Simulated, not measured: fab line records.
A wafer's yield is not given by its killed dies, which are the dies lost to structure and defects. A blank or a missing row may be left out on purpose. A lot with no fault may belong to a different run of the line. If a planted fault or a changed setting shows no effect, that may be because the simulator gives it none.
A lot that was struck, set against a sound lot | flow gf180mcu | 15 steps out of a route of 602
Sound: these wafers, L323.3, L323.5, L323.6. Struck: wafer L324.5 (L324.2, L324.3, from the same lot, were not struck and are left out); the cause is given at the end.
Each step with rows lists, per side, the tool, then ch with its chambers, then its first start. Under that, the readings that differ: sound wafers | struck wafers | difference of the means | sigmas: that difference in standard deviations of wafers without a fault.
alike: words and numbers the same on both sides, and readings whose means are apart by under 2 such deviations; not compared: readings that were withheld, readings missing a value for some wafer, numbers with overlapping values and no deviation given by the record, and bounds like >300 which may hide the same value.
The two part at a step that has a row with sigmas, a row that says differs or no value, or rows on one side only. When numbers do not overlap yet have no deviation, they are printed without sigmas and do not part them. A reading that every wafer of one side lacks parts them only if that side has two wafers or more.

first, 3 steps without rows for these wafers: GF_CONTACT_EXPOSE_11 (exposes mask Contact, target cd 220 nm); GF_CONTACT_PEB_12 (peb time 90 s); GF_CONTACT_DEVELOP_13 (develop time 60 s).
GF_CONTACT_CD_MEAS_14: the cd target is 220 nm.
  sound on cd sem-02, day 17 10:53; struck on cd sem-01, day 17 19:33
  alike: cd nm
GF_CONTACT_OVL_MEAS_15:
  sound on overlay-01, day 17 10:59; struck on overlay-01, day 17 19:39
  alike: CONTACT_OVL
GF_CONTACT_ETCH_16: etches BARC in N2/H2.
  sound on rie diel-01 ch 0,1,2, day 17 11:01; struck on rie diel-04 ch 0, day 17 19:41
  alike: drypump motor current A, oes product au, throttle valve pct
GF_CONTACT_ETCH_17: etches SiO2 in C4F8/O2/Ar, stops on CoSi2, target depth 860 nm.
  sound on rie diel-01 ch 0,1,2; struck on rie diel-04 ch 0
  alike: oes product au
GF_CONTACT_STRIP_18: strips in O2/N2.
  sound on plasma asher-03 ch 0,1, day 17 11:13; struck on plasma asher-02 ch 0, day 17 19:50
  alike: drypump motor current A, heater power w, oes product au
  not compared: rf hours counter h
then, 3 steps without rows for these wafers: GF_CONTACT_CLEAN_19 (cleans in SPM); GF_CONTACT_CLEAN_20 (cleans in DIW); GF_CONTACT_CLEAN_21 (cleans in dHF, time 20 s).
GF_CONTACT_SPUTTER_22: material Ti, target thk 15 nm, time 80.02 s.
  sound on pvd sputter-03, day 17 11:29; struck on pvd sputter-03, day 17 20:09
  alike: throttle valve pct
GF_CONTACT_SPUTTER_23: material TiN, target thk 10 nm, time 40 s.
  sound on pvd sputter-03, day 17 11:33; struck on pvd sputter-03, day 17 20:13
  reading                                     | sound             | struck | difference | sigmas
  model.TiN_of_CONTACT_SPUTTER_23.thk nm (nm) | 10.13 9.827 10.11 | 10.66  | +0.64      |
  alike: throttle valve pct
GF_CONTACT_CVD_24: deposits W, target thk 300 nm, time 90.339 s.
  sound on cvd w-01 ch 0,1, day 17 11:37; struck on cvd w-01 ch 0, day 17 20:15
  alike: heater power w
next, for these wafers, 1 step has no rows: GF_PASSIVATION_PROBE_99.

WHERE THEY PART
Nowhere in this record.

WHY: what the simulator had put in
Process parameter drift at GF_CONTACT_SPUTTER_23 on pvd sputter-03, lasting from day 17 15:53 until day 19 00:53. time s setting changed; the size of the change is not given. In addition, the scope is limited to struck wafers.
